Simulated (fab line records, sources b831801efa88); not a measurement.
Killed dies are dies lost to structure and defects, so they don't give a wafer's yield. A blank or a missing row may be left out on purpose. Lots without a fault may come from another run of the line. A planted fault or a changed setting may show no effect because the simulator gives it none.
Split-lot experiment | flow sfq_line | 5 lots, 23 wafers read, on a route of 325 steps

THE SPLIT
At SFQ_TRILAYER_I1_VIA_LITHO_COAT_049 (resist thk 650 nm), the setting spin_rpm was moved away from the recipe's 3000 rpm on 12 of the 23 wafers read, by -6.8% to +5.0%. The other wafers ran this setting at the recipe's value.

FROM THE SPLIT TO THE READING: what the file shows between them, 3 steps
- SFQ_TRILAYER_I1_VIA_LITHO_SOFTBAKE_053
- SFQ_TRILAYER_I1_VIA_LITHO_EXPOSE_050: exposes mask I1, target cd 500 nm
- SFQ_TRILAYER_I1_VIA_BARC_OPEN_VIA_ETCH_071: etches BARC in O2, target depth 125 nm, time 41.7 s

THE READING
KrF_of_TRILAYER_I1_VIA_LITHO_COAT_049.thk_nm (the simulator's own value, which no gauge read), in nm, at SFQ_TRILAYER_I1_VIA_ETCH_VIA_ETCH_052 (etches SiO2 in CHF3, stops on Nb, target depth 260 nm). The file gives no usual value for it. The 11 wafers here that ran the recipe average 529.7 nm, standard deviation 1.7 nm.

wafer  | tool, chamber at the split | spin_rpm as run, rpm | against the recipe | KrF_of_TRILAYER_I1_VIA_LITHO_COAT_049.thk_nm, nm | against lot-mates on the recipe
L074.1 | litho_track-03, 0          | 2813                 | -6.2%              | 551.6                                            | +22.6
L074.3 | litho_track-03, 0          | 3000                 | recipe             | 530.1                                            | -
L074.4 | litho_track-03, 0          | 3000                 | recipe             | 528                                              | -
L074.5 | litho_track-03, 0          | 2813                 | -6.2%              | 546.7                                            | +17.7
L074.6 | litho_track-03, 0          | 2813                 | -6.2%              | 550.4                                            | +21.4
L076.1 | litho_track-02, 0          | 2931                 | -2.3%              | 534                                              | +6.5
L076.3 | litho_track-02, 0          | 2931                 | -2.3%              | 537.2                                            | +9.7
L076.4 | litho_track-02, 0          | 2931                 | -2.3%              | 538.1                                            | +10.6
L076.5 | litho_track-02, 0          | 3000                 | recipe             | 526.5                                            | -
L076.6 | litho_track-02, 0          | 3000                 | recipe             | 528.5                                            | -
L077.2 | litho_track-03, 0          | 3149                 | +5.0%              | 513.6                                            | -18.1
L077.3 | litho_track-03, 0          | 3149                 | +5.0%              | 517.4                                            | -14.3
L077.4 | litho_track-03, 0          | 3149                 | +5.0%              | 518.2                                            | -13.5
L077.5 | litho_track-03, 0          | 3000                 | recipe             | 530.9                                            | -
L077.6 | litho_track-03, 0          | 3000                 | recipe             | 532.5                                            | -
L083.1 | litho_track-03, 0          | 3000                 | recipe             | 531.4                                            | -
L083.2 | litho_track-03, 0          | 2795                 | -6.8%              | 551.6                                            | +21.9
L083.3 | litho_track-03, 0          | 3000                 | recipe             | 528.1                                            | -
L083.4 | litho_track-03, 0          | 2795                 | -6.8%              | 551.2                                            | +21.5
L083.5 | litho_track-03, 0          | 2795                 | -6.8%              | 556.1                                            | +26.4
L085.2 | litho_track-02, 0          | 3000                 | recipe             | 530.1                                            | -
L085.4 | litho_track-02, 0          | 3000                 | recipe             | 530.2                                            | -
L085.5 | litho_track-02, 0          | 3000                 | recipe             | 530.2                                            | -

THE FIT
A straight line over all 23 wafers: KrF_of_TRILAYER_I1_VIA_LITHO_COAT_049.thk_nm changes by -3.11 nm for each +1% of spin_rpm; r = -0.98; the points scatter about the line by 2.2 nm.
The same after taking each lot's own level away (the mean of its wafers on the recipe; 23 wafers): -3.28 nm for each +1%; r = -0.99; scatter 1.8 nm.
On that fit, the largest move of spin_rpm shifts the reading by 22 nm.
The lots' own levels span 527.50 to 531.70 nm, that is 2.5 times the standard deviation above.
So the lot-to-lot level changes the slope little: the two slopes agree.
Check: with one of the wafers moved furthest among these (-6.8%) left out of the fit, the line predicts +23 nm for it against its lot-mates. It came out at +21.9 nm against them.

OTHER SPLITS ON THESE WAFERS
These wafers also went through other splits before the reading. Each is held against what the fit with the lots' levels taken away leaves over:
other split on the same wafers                      | wafers away from the commonest value | r with KrF_of_TRILAYER_I1_VIA_LITHO_COAT_049.thk_nm (lot level and that fit taken away)
SFQ_TRILAYER_L0_LITHO_PEB_008 peb_temp_c            | 7                                    | +0.15
SFQ_TRILAYER_L0_VIA_LITHO_COAT_018 spin_rpm         | 6                                    | +0.01
SFQ_TRILAYER_L0_VIA_LITHO_EXPOSE_014 dose_mj        | 6                                    | +0.15
SFQ_TRILAYER_M0_DEP_SPUTTER_019 time_s              | 7                                    | -0.19
SFQ_TRILAYER_M0_LITHO_COAT_026 spin_rpm             | 8                                    | -0.10
SFQ_TRILAYER_M0_ETCH_METAL_ETCH_024 bias_w          | 11                                   | +0.00
SFQ_TRILAYER_I0_VIA_LITHO_PEB_034 peb_temp_c        | 5                                    | -0.31
SFQ_TRILAYER_I0_VIA_BARC_OPEN_VIA_ETCH_046 source_w | 6                                    | -0.17
SFQ_TRILAYER_M1_LITHO_COAT_039 spin_rpm             | 9                                    | +0.03
SFQ_TRILAYER_M1_ETCH_METAL_ETCH_042 time_s          | 4                                    | +0.10

THE WHOLE CHAIN: every reading that the file lists as answering this split, in the file's order
step                                  | what it does                                          | reading                                                                                       | change (the file's fit)              | r (the file's)
SFQ_TRILAYER_I1_VIA_LITHO_COAT_049    | resist thk 650 nm                                     | KrF_of_TRILAYER_I1_VIA_LITHO_COAT_049.thk_nm (the simulator's own value, which no gauge read) | -3.19 nm for each +1% of the setting | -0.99
SFQ_TRILAYER_I1_VIA_ETCH_VIA_ETCH_052 | etches SiO2 in CHF3, stops on Nb, target depth 260 nm | KrF_of_TRILAYER_I1_VIA_LITHO_COAT_049.thk_nm (the simulator's own value, which no gauge read) | -3.32 nm for each +1% of the setting | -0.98

THE FILE'S OWN FIT
KrF_of_TRILAYER_I1_VIA_LITHO_COAT_049.thk_nm changes by -3.32 nm for each +1% of spin_rpm, r = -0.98.
